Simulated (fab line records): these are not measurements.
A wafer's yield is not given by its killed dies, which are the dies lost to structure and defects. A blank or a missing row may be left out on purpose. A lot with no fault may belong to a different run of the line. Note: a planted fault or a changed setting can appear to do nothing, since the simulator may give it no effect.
fab line records	flow sky130
record lots=24	wafers=72	last-day=50
route steps=708 shown FIELD_ISO@26 VIA1@482 VIA2@508 METAL3@565 VIA3@593 VIA4@641
lots that met no fault: taken from a fault-free run of the same line
start-h: the number of hours between the record's first day and the start of the first shown wafer of the lot	wait-h: hours elapsed since this lot's preceding step	" same as the row above	L1.1+2: one row covering several wafers at once	- either no value or no given start	* or withheld: withheld	< > ~ a bound
route shown NAME@n: NAME is a module with steps in the file, n the number in the route of the first one	usual: mean and standard deviation over wafers with no fault	same: alike in all rows	chamber/n: place in a boat	sites: the reading at each site	_std_site: the standard deviation of these	_edge_site: inner sites' mean taken away from outer sites' mean	radius-mm: for every site, how far away it sits from the centre of the wafer	mask NAME#n: copy n	behind: the most recent tool/chamber to have shaped the wafer	hold: the reason the lot was held/the length of the hold in hours/how it ended	device: the n, p or np transistor that did not switch	end of line: tests of these same wafers at the route's end	step lacking rows: just its recipe	killed: dies that structure and defects cost at the first sort, which is not the same as the wafer's yield	map: shows each die of a wafer: x if killed, . if not, _ if none is there
set.NAME: the run value of the setting; set.NAME@STEP: its run value at that earlier step	model.NAME: the simulator's own value behind a step, which no gauge read
steps of the route over a sample of lots; a table a step, a row a wafer
services: when a tool's chamber went out of use (start-h, in hours from the record's first day, below 0 if earlier), for how many hours, and the reason
## steps
# step SKY_FIELD_ISO_THK_MEAS_25
# recipe reads=SiO2_of_FIELD_ISO_CVD_24
# usual FIELD_ISO_CVD_24_THK=593/9.8
lot.wafer	tool	chamber	start-h	wait-h	FIELD_ISO_CVD_24_THK[nm]
L074.1	film-metro-02	-	32.66	0.0	591
L074.2	"	-	"	"	593
L074.6	"	-	"	"	585
L075.1	film-metro-01	-	39.50	0.0	592
L075.2	"	-	"	"	583
L075.6	"	-	"	"	592
L077.3	film-metro-03	-	50.83	0.1	586
L077.5	"	-	"	"	597
L077.6	"	-	"	"	594
L076.4	film-metro-01	-	50.88	0.1	599
L076.5	"	-	"	"	577
L076.6	"	-	"	"	591
L078.1	film-metro-02	-	56.19	0.1	598
L078.4	"	-	"	"	584
L078.6	"	-	"	"	582
L079.1	film-metro-01	-	58.76	0.1	593
L079.4	"	-	"	"	608
L079.6	"	-	"	"	606
L080.1	film-metro-02	-	64.19	0.1	608
L080.2	"	-	"	"	596
L080.5	"	-	"	"	606
L081.2	film-metro-01	-	72.16	0.0	607
L081.4	"	-	"	"	589
L081.6	"	-	"	"	592
L082.1	film-metro-02	-	75.82	0.0	617
L082.2	"	-	"	"	584
L082.5	"	-	"	"	593
L083.3	film-metro-01	-	81.06	0.1	584
L083.4	"	-	"	"	594
L083.6	"	-	"	"	587
L084.4	film-metro-01	-	85.15	0.0	602
L084.5	"	-	"	"	614
L084.6	"	-	"	"	597
L085.2	film-metro-01	-	91.02	0.0	579
L085.4	"	-	"	"	580
L085.6	"	-	"	"	594
L086.2	film-metro-02	-	95.47	0.0	581
L086.3	"	-	"	"	604
L086.6	"	-	"	"	585
L087.1	film-metro-01	-	104.91	0.0	590
L087.4	"	-	"	"	600
L087.6	"	-	"	"	584
L088.3	film-metro-03	-	109.37	0.1	598
L088.5	"	-	"	"	610
L088.6	"	-	"	"	594
L089.3	film-metro-03	-	114.64	0.1	613
L089.4	"	-	"	"	614
L089.6	"	-	"	"	598
L090.2	film-metro-01	-	116.47	0.0	592
L090.4	"	-	"	"	591
L090.5	"	-	"	"	595
L091.2	film-metro-03	-	122.07	0.0	579
L091.3	"	-	"	"	590
L091.5	"	-	"	"	600
L092.1	film-metro-01	-	128.10	0.0	604
L092.2	"	-	"	"	587
L092.6	"	-	"	"	604
L093.3	film-metro-02	-	133.68	0.1	582
L093.4	"	-	"	"	582
L093.6	"	-	"	"	597
L094.1	film-metro-03	-	139.36	0.0	609
L094.3	"	-	"	"	577
L094.6	"	-	"	"	591
L095.2	film-metro-02	-	141.84	0.0	582
L095.3	"	-	"	"	595
L095.4	"	-	"	"	585
L096.1	film-metro-01	-	149.42	0.0	597
L096.2	"	-	"	"	587
L096.3	"	-	"	"	597
L097.3	film-metro-02	-	153.62	0.1	608
L097.4	"	-	"	"	590
L097.5	"	-	"	"	590
# step SKY_VIA1_CMP_24
# recipe stop-on=SiO2	t-overpolish-s=15	down-force-psi=3.5	platen-rpm=60	target-thk-nm=0	pad-velocity-m-s=0.94248
# usual motor-current-A=10.6/1.2	overpolish-run-s=15.000/0.009	slurry-filter-dp-kPa=13.50/0.13	time-to-endpoint-s=65.5/2.5
lot.wafer	tool	chamber	start-h	wait-h	motor-current-A	overpolish-run-s	slurry-filter-dp-kPa	time-to-endpoint-s
L074.1	cmp-01	1	795.90	0.1	10.1	15.003	13.46	64.5
L074.2	"	2	"	"	8.6	15.009	13.61	65.6
L074.6	"	1	"	"	10.1	15.001	13.51	65.6
L075.2	cmp-02	2	803.78	0.0	12.1	14.992	13.40	68.1
L075.1	"	3	"	"	10.8	14.997	13.41	71.9
L075.6	"	2	"	"	12.4	14.999	13.36	66.4
L077.3	cmp-01	3	822.60	0.0	11.4	14.986	13.69	63.8
L077.6	"	3	"	"	10.7	15.000	13.63	63.7
L077.5	"	0	"	"	11.1	15.008	13.60	68.1
L076.4	cmp-02	0	828.20	0.0	10.4	14.997	13.41	65.5
L076.6	"	0	"	"	10.8	14.996	13.49	63.4
L076.5	"	1	"	"	11.6	15.000	13.51	65.2
L078.1	cmp-01	2	834.45	0.1	8.5	15.005	13.61	62.7
L078.4	"	1	"	"	10.1	15.006	13.32	67.2
L078.6	"	3	"	"	10.8	15.000	13.59	63.1
L079.4	cmp-02	1	835.95	0.0	12.2	15.000	13.59	66.9
L079.1	"	2	"	"	12.5	14.984	13.31	64.6
L079.6	"	1	"	"	11.5	14.983	13.59	67.2
L080.2	cmp-01	2	846.01	0.2	8.6	14.973	13.41	67.4
L080.1	"	3	"	"	11.4	15.007	13.64	68.9
L080.5	"	2	"	"	8.2	14.995	13.33	67.7
L081.4	cmp-02	0	856.12	0.1	10.6	15.027	13.46	66.7
L081.2	"	1	"	"	12.1	14.984	13.53	65.9
L081.6	"	2	"	"	11.8	14.996	13.64	64.7
L082.1	cmp-01	1	866.80	0.1	9.9	14.994	13.41	65.3
L082.2	"	0	"	"	11.7	14.997	13.27	68.8
L082.5	"	1	"	"	9.8	15.001	13.19	68.0
L083.3	cmp-01	2	874.71	0.1	9.0	15.002	13.71	65.7
L083.4	"	3	"	"	10.9	14.993	13.53	68.0
L083.6	"	1	"	"	10.6	14.996	13.46	64.6
L084.4	cmp-02	2	881.52	0.1	11.7	15.016	13.41	63.0
L084.6	"	1	"	"	11.6	14.987	13.47	64.3
L084.5	"	2	"	"	12.2	15.001	13.62	64.5
L085.4	cmp-02	0	894.17	1.3	10.5	15.007	13.49	66.0
L085.2	"	2	"	"	11.8	15.012	13.44	67.5
L085.6	"	0	"	"	10.3	15.001	13.52	66.9
L086.2	cmp-01	3	897.78	0.1	10.9	14.990	13.44	66.7
L086.3	"	1	"	"	10.8	14.994	13.17	65.2
L086.6	"	3	"	"	10.5	15.005	13.56	65.4
L087.4	cmp-01	0	903.61	0.1	11.5	14.992	13.81	70.7
L087.1	"	1	"	"	10.3	15.000	13.56	67.3
L087.6	"	3	"	"	10.4	15.008	13.67	66.2
L088.3	cmp-01	1	916.18	3.8	10.1	14.993	13.49	60.7
L088.5	"	1	"	"	10.1	15.001	13.45	64.2
L088.6	"	2	"	"	8.9	15.002	13.54	63.3
L089.3	cmp-01	1	918.03	0.0	10.5	15.002	13.43	65.4
L089.4	"	3	"	"	10.7	14.995	13.45	63.1
L089.6	"	2	"	"	8.8	15.015	13.61	61.5
L090.2	cmp-02	3	928.03	0.3	11.4	15.009	13.42	65.2
L090.4	"	0	"	"	10.5	15.010	13.30	62.2
L090.5	"	3	"	"	11.4	15.002	13.61	66.5
L091.2	cmp-02	1	932.86	0.0	11.7	14.984	13.57	68.1
L091.3	"	2	"	"	12.8	15.001	13.35	65.7
L091.5	"	2	"	"	12.1	14.992	13.55	66.9
L092.2	cmp-01	1	942.80	0.0	9.8	15.000	13.30	63.5
L092.1	"	0	"	"	11.6	14.987	13.42	65.7
L092.6	"	2	"	"	8.3	14.993	13.33	63.7
L093.3	cmp-01	1	944.01	0.1	10.0	14.999	13.44	66.7
L093.4	"	2	"	"	8.3	14.994	13.68	65.7
L093.6	"	3	"	"	10.6	14.991	13.41	65.0
L094.3	cmp-01	2	948.24	0.0	8.5	15.000	13.50	68.4
L094.1	"	0	"	"	11.5	14.994	13.44	68.9
L094.6	"	2	"	"	8.7	15.005	13.69	64.0
L095.4	cmp-01	0	954.21	0.0	11.6	15.005	13.53	66.9
L095.3	"	1	"	"	10.0	15.013	13.43	62.8
L095.2	"	3	"	"	10.5	14.996	13.59	62.0
L096.1	cmp-02	2	959.21	0.1	12.3	14.998	13.77	64.5
L096.2	"	0	"	"	11.0	14.993	13.69	60.1
L096.3	"	1	"	"	11.2	15.008	13.65	62.9
L097.4	cmp-01	2	974.35	0.0	8.8	15.017	13.46	62.3
L097.3	"	3	"	"	11.3	14.981	13.44	60.9
L097.5	"	3	"	"	10.9	15.008	13.59	63.0
# step SKY_VIA2_THK_MEAS_01
# recipe reads=SiO2_of_VIA2_HDPCVD_00
# usual VIA2_HDPCVD_THK=1174/16
lot.wafer	tool	chamber	start-h	wait-h	VIA2_HDPCVD_THK[nm]
L074.1	film-metro-01	-	821.29	0.1	1158
L074.2	"	-	"	"	1167
L074.6	"	-	"	"	1149
L075.1	film-metro-01	-	829.15	0.1	1189
L075.2	"	-	"	"	1177
L075.6	"	-	"	"	1175
L077.3	film-metro-03	-	849.48	0.1	1181
L077.5	"	-	"	"	1168
L077.6	"	-	"	"	1149
L076.4	film-metro-02	-	855.56	0.0	1171
L076.5	"	-	"	"	1179
L076.6	"	-	"	"	1162
L078.1	film-metro-03	-	862.14	0.1	1170
L078.4	"	-	"	"	1185
L078.6	"	-	"	"	1170
L079.1	film-metro-03	-	864.05	0.1	1189
L079.4	"	-	"	"	1211
L079.6	"	-	"	"	1184
L080.1	film-metro-01	-	872.99	0.1	1166
L080.2	"	-	"	"	1165
L080.5	"	-	"	"	1175
L081.2	film-metro-02	-	883.27	0.1	1177
L081.4	"	-	"	"	1177
L081.6	"	-	"	"	1159
L082.1	film-metro-01	-	892.50	0.1	1163
L082.2	"	-	"	"	1189
L082.5	"	-	"	"	1189
L083.3	film-metro-03	-	904.85	0.1	1167
L083.4	"	-	"	"	1189
L083.6	"	-	"	"	1142
L084.4	film-metro-03	-	907.30	0.0	1170
L084.5	"	-	"	"	1157
L084.6	"	-	"	"	1181
L085.2	film-metro-01	-	920.69	0.1	1170
L085.4	"	-	"	"	1196
L085.6	"	-	"	"	1177
L086.2	film-metro-02	-	923.93	0.1	1201
L086.3	"	-	"	"	1179
L086.6	"	-	"	"	1173
L087.1	film-metro-01	-	930.29	0.1	1178
L087.4	"	-	"	"	1169
L087.6	"	-	"	"	1177
L088.3	film-metro-02	-	942.82	0.2	1150
L088.5	"	-	"	"	1182
L088.6	"	-	"	"	1159
L089.3	film-metro-02	-	945.14	0.1	1184
L089.4	"	-	"	"	1142
L089.6	"	-	"	"	1163
L090.2	film-metro-02	-	953.77	0.1	1135
L090.4	"	-	"	"	1141
L090.5	"	-	"	"	1136
L091.2	film-metro-02	-	959.55	0.1	1171
L091.3	"	-	"	"	1178
L091.5	"	-	"	"	1187
L092.1	film-metro-02	-	968.40	0.1	1180
L092.2	"	-	"	"	1167
L092.6	"	-	"	"	1163
L093.3	film-metro-01	-	969.46	0.1	1185
L093.4	"	-	"	"	1198
L093.6	"	-	"	"	1184
L094.1	film-metro-02	-	974.11	0.1	1170
L094.3	"	-	"	"	1188
L094.6	"	-	"	"	1191
L095.2	film-metro-03	-	979.96	0.1	1163
L095.3	"	-	"	"	1159
L095.4	"	-	"	"	1150
L096.1	film-metro-01	-	984.09	0.1	1145
L096.2	"	-	"	"	1193
L096.3	"	-	"	"	1148
L097.3	film-metro-03	-	999.92	0.1	1203
L097.4	"	-	"	"	1183
L097.5	"	-	"	"	1209
# step SKY_METAL3_DESCUM_15
# recipe chemistry=O2	source-power-w=150	bias-power-w=0	pressure-mtorr=10	temp-c=40	time-s=8
# usual chamber-pressure-mTorr=10.000/0.0084	drypump-motor-current-A=6.0/0.35	oes-product-au=0.999/0.016
lot.wafer	tool	chamber	start-h	wait-h	chamber-pressure-mTorr	drypump-motor-current-A	oes-product-au	rf-hours-counter-h
L074.1	rie-metal-02	0	901.19	0.0	10.009	6.0	0.991	9
L074.2	"	1	"	"	9.992	6.3	1.030	4
L074.6	"	0	"	"	10.014	6.0	0.986	-
L075.1	rie-metal-03	1	908.15	0.0	10.013	6.0	0.994	7
L075.2	"	0	"	"	10.014	5.6	1.006	12
L075.6	"	1	"	"	10.002	6.0	0.981	-
L077.3	rie-metal-02	0	928.21	0.0	9.988	6.0	0.988	-
L077.5	"	0	"	"	9.987	6.0	0.985	-
L077.6	"	1	"	"	9.997	6.3	1.018	-
L076.4	rie-metal-02	0	934.65	0.0	9.999	6.0	0.987	-
L076.5	"	0	"	"	9.998	6.0	0.994	-
L076.6	"	1	"	"	10.008	6.3	1.021	-
L078.1	rie-metal-03	0	940.59	0.0	10.011	5.6	1.027	13
L078.4	"	1	"	"	9.999	6.0	0.996	-
L078.6	"	1	"	"	9.991	6.0	1.003	-
L079.1	rie-metal-02	1	943.39	0.0	9.986	6.3	1.023	5
L079.4	"	0	"	"	10.007	6.0	0.984	-
L079.6	"	0	"	"	9.989	6.0	1.000	-
L080.1	rie-metal-02	1	950.05	0.0	10.002	6.3	1.024	5
L080.2	"	0	"	"	9.992	6.0	0.983	11
L080.5	"	1	"	"	9.995	6.3	1.018	-
L081.2	rie-metal-02	0	959.19	0.0	9.997	6.0	0.988	11
L081.4	"	0	"	"	9.993	6.0	0.994	-
L081.6	"	1	"	"	9.996	6.3	1.008	-
L082.1	rie-metal-02	1	970.19	0.0	10.006	6.3	1.013	6
L082.2	"	0	"	"	10.011	6.0	0.998	12
L082.5	"	1	"	"	10.003	6.3	1.018	-
L083.3	rie-metal-02	1	980.35	0.0	10.006	6.3	1.005	-
L083.4	"	0	"	"	10.003	6.0	0.993	-
L083.6	"	0	"	"	10.007	6.0	0.998	-
L084.4	rie-metal-04	1	984.35	0.0	9.999	5.3	0.983	-
L084.5	"	1	"	"	10.000	5.3	0.975	-
L084.6	"	0	"	"	9.993	6.3	0.985	-
L085.2	rie-metal-04	0	997.64	0.0	10.007	6.3	0.978	2
L085.4	"	1	"	"	10.001	5.3	0.986	-
L085.6	"	1	"	"	10.004	5.3	0.973	-
L086.2	rie-metal-04	1	999.34	0.0	9.998	5.3	0.979	5
L086.3	"	1	"	"	9.989	5.4	0.981	-
L086.6	"	0	"	"	10.015	6.3	0.985	-
L087.1	rie-metal-04	1	1003.80	0.0	10.002	5.4	0.985	6
L087.4	"	1	"	"	10.004	5.4	0.974	-
L087.6	"	1	"	"	9.999	5.3	0.973	-
L088.3	rie-metal-04	0	1016.15	0.0	9.997	6.4	0.992	-
L088.5	"	0	"	"	10.010	6.4	0.995	-
L088.6	"	1	"	"	9.995	5.4	0.971	-
L089.3	rie-metal-02	0	1020.05	0.0	10.004	6.0	0.992	-
L089.4	"	1	"	"	9.999	6.3	1.008	-
L089.6	"	1	"	"	9.998	6.3	0.998	-
L090.2	rie-metal-03	0	1026.79	0.0	10.003	5.6	1.013	18
L090.4	"	1	"	"	10.002	6.0	1.010	-
L090.5	"	0	"	"	10.001	5.6	1.025	-
L091.2	rie-metal-02	1	1031.79	0.0	9.988	6.3	1.011	10
L091.3	"	0	"	"	10.011	6.0	1.002	-
L091.5	"	1	"	"	10.007	6.3	1.007	-
L092.1	rie-metal-02	0	1039.79	0.0	9.991	6.0	0.990	16
L092.2	"	1	"	"	9.999	6.3	1.005	10
L092.6	"	1	"	"	10.003	6.4	1.005	-
L093.3	rie-metal-04	0	1042.37	0.0	10.001	6.4	0.986	-
L093.4	"	1	"	"	10.003	5.4	0.986	-
L093.6	"	1	"	"	9.993	5.4	0.979	-
L094.1	rie-metal-04	1	1045.35	0.0	10.001	5.4	0.990	8
L094.3	"	1	"	"	10.004	5.4	0.981	-
L094.6	"	1	"	"	9.990	5.4	0.986	-
L095.2	rie-metal-02	1	1052.00	0.0	9.983	6.4	1.015	11
L095.3	"	1	"	"	9.996	6.3	1.011	-
L095.4	"	0	"	"	10.002	6.0	0.990	-
L096.1	rie-metal-03	0	1053.69	0.0	9.990	5.6	1.028	20
L096.2	"	1	"	"	9.999	6.0	1.002	17
L096.3	"	1	"	"	9.996	6.0	0.995	-
L097.3	rie-metal-03	0	1070.42	0.0	9.993	5.6	1.030	-
L097.4	"	1	"	"	10.009	6.0	1.007	-
L097.5	"	0	"	"	9.998	5.6	1.020	-
# step SKY_VIA3_SPUTTER_20
# recipe material=TiN	target-thk-nm=20	chamber-pressure-pa=5	power-w=4000	time-s=80
# usual throttle-valve-pct=30.1/0.99
lot.wafer	tool	chamber	start-h	wait-h	throttle-valve-pct
L074.1	pvd-sputter-02	-	928.25	0.0	29.4
L074.2	"	-	"	"	31.2
L074.6	"	-	"	"	31.2
L075.1	pvd-sputter-01	-	935.00	0.0	29.2
L075.2	"	-	"	"	31.0
L075.6	"	-	"	"	31.4
L077.3	pvd-sputter-01	-	954.95	0.0	28.3
L077.5	"	-	"	"	31.2
L077.6	"	-	"	"	28.5
L076.4	pvd-sputter-01	-	961.19	0.0	31.2
L076.5	"	-	"	"	31.4
L076.6	"	-	"	"	28.9
L078.1	pvd-sputter-01	-	966.35	0.0	29.2
L078.4	"	-	"	"	31.6
L078.6	"	-	"	"	31.2
L079.1	pvd-sputter-02	-	970.18	0.0	29.7
L079.4	"	-	"	"	30.3
L079.6	"	-	"	"	31.1
L080.1	pvd-sputter-02	-	976.57	0.0	30.9
L080.2	"	-	"	"	30.4
L080.5	"	-	"	"	31.4
L081.2	pvd-sputter-04	-	985.99	0.0	29.0
L081.4	"	-	"	"	29.9
L081.6	"	-	"	"	29.4
L082.1	pvd-sputter-02	-	996.09	0.0	29.5
L082.2	"	-	"	"	31.2
L082.5	"	-	"	"	30.7
L083.3	pvd-sputter-01	-	1005.73	0.0	29.1
L083.4	"	-	"	"	31.4
L083.6	"	-	"	"	31.5
L084.4	pvd-sputter-02	-	1013.13	0.0	31.0
L084.5	"	-	"	"	29.5
L084.6	"	-	"	"	31.2
L085.2	pvd-sputter-01	-	1023.00	0.0	28.5
L085.4	"	-	"	"	29.3
L085.6	"	-	"	"	29.1
L086.2	pvd-sputter-01	-	1024.81	0.0	31.4
L086.3	"	-	"	"	29.0
L086.6	"	-	"	"	31.6
L087.1	pvd-sputter-02	-	1029.54	0.0	30.2
L087.4	"	-	"	"	31.0
L087.6	"	-	"	"	30.3
L088.3	pvd-sputter-04	-	1041.17	0.0	28.6
L088.5	"	-	"	"	28.6
L088.6	"	-	"	"	29.7
L089.3	pvd-sputter-04	-	1046.33	0.0	29.6
L089.4	"	-	"	"	29.5
L089.6	"	-	"	"	30.0
L090.2	pvd-sputter-02	-	1051.20	0.0	30.5
L090.4	"	-	"	"	29.3
L090.5	"	-	"	"	31.1
L091.2	pvd-sputter-04	-	1056.06	0.0	30.2
L091.3	"	-	"	"	29.4
L091.5	"	-	"	"	29.4
L092.1	pvd-sputter-02	-	1064.21	0.0	29.5
L092.2	"	-	"	"	30.9
L092.6	"	-	"	"	29.7
L093.3	pvd-sputter-02	-	1066.72	0.0	31.2
L093.4	"	-	"	"	30.4
L093.6	"	-	"	"	30.3
L094.1	pvd-sputter-02	-	1069.51	0.0	29.6
L094.3	"	-	"	"	31.0
L094.6	"	-	"	"	29.6
L095.2	pvd-sputter-02	-	1076.63	0.0	30.7
L095.3	"	-	"	"	29.5
L095.4	"	-	"	"	30.0
L096.1	pvd-sputter-04	-	1078.18	0.0	29.9
L096.2	"	-	"	"	29.1
L096.3	"	-	"	"	29.1
L097.3	pvd-sputter-01	-	1093.85	0.0	29.0
L097.4	"	-	"	"	28.6
L097.5	"	-	"	"	31.6
# step SKY_VIA4_CMP_02
# recipe material=SiO2	down-force-psi=4	platen-rpm=60	pad-velocity-m-s=0.94248
# usual motor-current-A=11.7/1.2	slurry-filter-dp-kPa=13.50/0.13
lot.wafer	tool	chamber	start-h	wait-h	motor-current-A	slurry-filter-dp-kPa
L074.1	cmp-02	3	979.85	0.2	12.9	13.33
L074.2	"	0	"	"	11.4	13.36
L074.6	"	3	"	"	12.8	13.44
L075.2	cmp-02	0	985.52	0.0	11.7	13.55
L075.1	"	1	"	"	12.5	13.62
L075.6	"	1	"	"	13.1	13.59
L077.3	cmp-02	2	1004.92	0.0	12.9	13.45
L077.5	"	2	"	"	12.8	13.62
L077.6	"	3	"	"	13.0	13.54
L076.4	cmp-01	2	1014.18	0.1	9.5	13.10
L076.6	"	0	"	"	12.2	13.38
L076.5	"	1	"	"	11.1	13.47
L078.1	cmp-01	3	1016.22	0.1	11.7	13.63
L078.4	"	1	"	"	11.2	13.27
L078.6	"	3	"	"	11.2	13.61
L079.4	cmp-02	1	1020.19	0.0	12.4	13.36
L079.1	"	3	"	"	12.4	13.53
L079.6	"	2	"	"	13.1	13.51
L080.1	cmp-02	3	1026.01	0.1	12.4	13.56
L080.2	"	1	"	"	12.3	13.69
L080.5	"	3	"	"	12.5	13.70
L081.4	cmp-01	0	1035.05	0.1	12.9	13.49
L081.2	"	1	"	"	11.0	13.64
L081.6	"	2	"	"	8.9	13.34
L082.2	cmp-01	0	1044.45	0.1	12.9	13.43
L082.1	"	1	"	"	10.9	13.57
L082.5	"	3	"	"	11.8	13.46
L083.4	cmp-01	2	1053.36	0.1	8.8	13.21
L083.3	"	3	"	"	11.9	13.31
L083.6	"	1	"	"	10.8	13.47
L084.4	cmp-01	0	1060.84	0.2	12.2	13.57
L084.5	"	1	"	"	10.6	13.49
L084.6	"	2	"	"	9.2	13.43
L085.2	cmp-01	1	1070.06	0.1	10.9	13.32
L085.4	"	3	"	"	11.8	13.24
L085.6	"	1	"	"	11.1	13.48
L086.2	cmp-01	3	1072.71	0.1	11.6	13.47
L086.3	"	0	"	"	12.6	13.39
L086.6	"	3	"	"	12.0	13.52
L087.4	cmp-02	1	1076.46	0.1	12.1	13.63
L087.1	"	2	"	"	13.4	13.49
L087.6	"	3	"	"	12.4	13.79
L088.3	cmp-01	1	1088.98	0.2	10.6	13.66
L088.6	"	2	"	"	9.4	13.81
L088.5	"	3	"	"	11.6	13.42
L089.4	cmp-01	3	1093.58	0.1	11.8	13.50
L089.3	"	0	"	"	12.4	13.43
L089.6	"	3	"	"	12.0	13.54
L090.4	cmp-02	2	1097.70	0.1	12.7	13.60
L090.2	"	0	"	"	12.1	13.64
L090.5	"	2	"	"	13.3	13.63
L091.2	cmp-02	3	1100.96	0.0	13.0	13.47
L091.3	"	0	"	"	11.1	13.41
L091.5	"	3	"	"	12.0	13.58
L092.1	cmp-01	2	1109.90	0.1	8.9	13.35
L092.2	"	3	"	"	12.2	13.68
L092.6	"	0	"	"	12.9	13.35
L093.3	cmp-01	2	1111.15	0.0	9.4	13.56
L093.4	"	0	"	"	12.9	13.53
L093.6	"	2	"	"	9.6	13.57
L094.1	cmp-01	1	1114.50	0.1	10.8	13.36
L094.3	"	3	"	"	11.8	13.53
L094.6	"	0	"	"	11.8	13.43
L095.4	cmp-02	2	1118.79	0.0	13.6	13.42
L095.2	"	3	"	"	12.2	13.58
L095.3	"	1	"	"	11.9	13.34
L096.1	cmp-02	3	1120.45	0.1	12.1	13.15
L096.2	"	1	"	"	12.6	13.55
L096.3	"	2	"	"	13.3	13.47
L097.3	cmp-02	0	1136.71	0.1	12.4	13.58
L097.4	"	1	"	"	12.2	13.47
L097.5	"	3	"	"	12.5	13.59
## services
tool	chamber	start-h	hours	kind
cmp-02	-	782.36	5.3	repair
cmp-02	-	786.43	16.0	repair
pvd-sputter-02	-	793.71	5.4	repair
pvd-sputter-02	-	797.55	25.6	repair
rie-metal-02	-	800.81	0.6	repair
cmp-02	-	843.23	4.8	pm
rie-metal-02	-	855.97	0.8	repair
cmp-01	-	867.23	0.3	repair
pvd-sputter-02	-	871.33	5.8	repair
rie-metal-02	-	881.20	0.7	repair
cmp-01	-	891.98	5.2	pm
cmp-01	-	912.18	4.0	pm
rie-metal-02	-	919.90	2.8	pm
cmp-01	-	924.93	7.1	pm
cmp-01	-	958.01	2.0	repair
cmp-01	-	990.30	4.2	repair
pvd-sputter-02	-	998.61	5.5	repair
cmp-02	-	1064.82	0.7	repair
cmp-01	-	1065.14	0.4	repair
cmp-02	-	1070.86	3.2	repair
cmp-02	-	1079.20	0.3	repair
cmp-02	-	1085.04	4.0	pm
cmp-01	-	1103.80	2.0	repair
cmp-02	-	1132.79	0.8	repair
## key
fault none
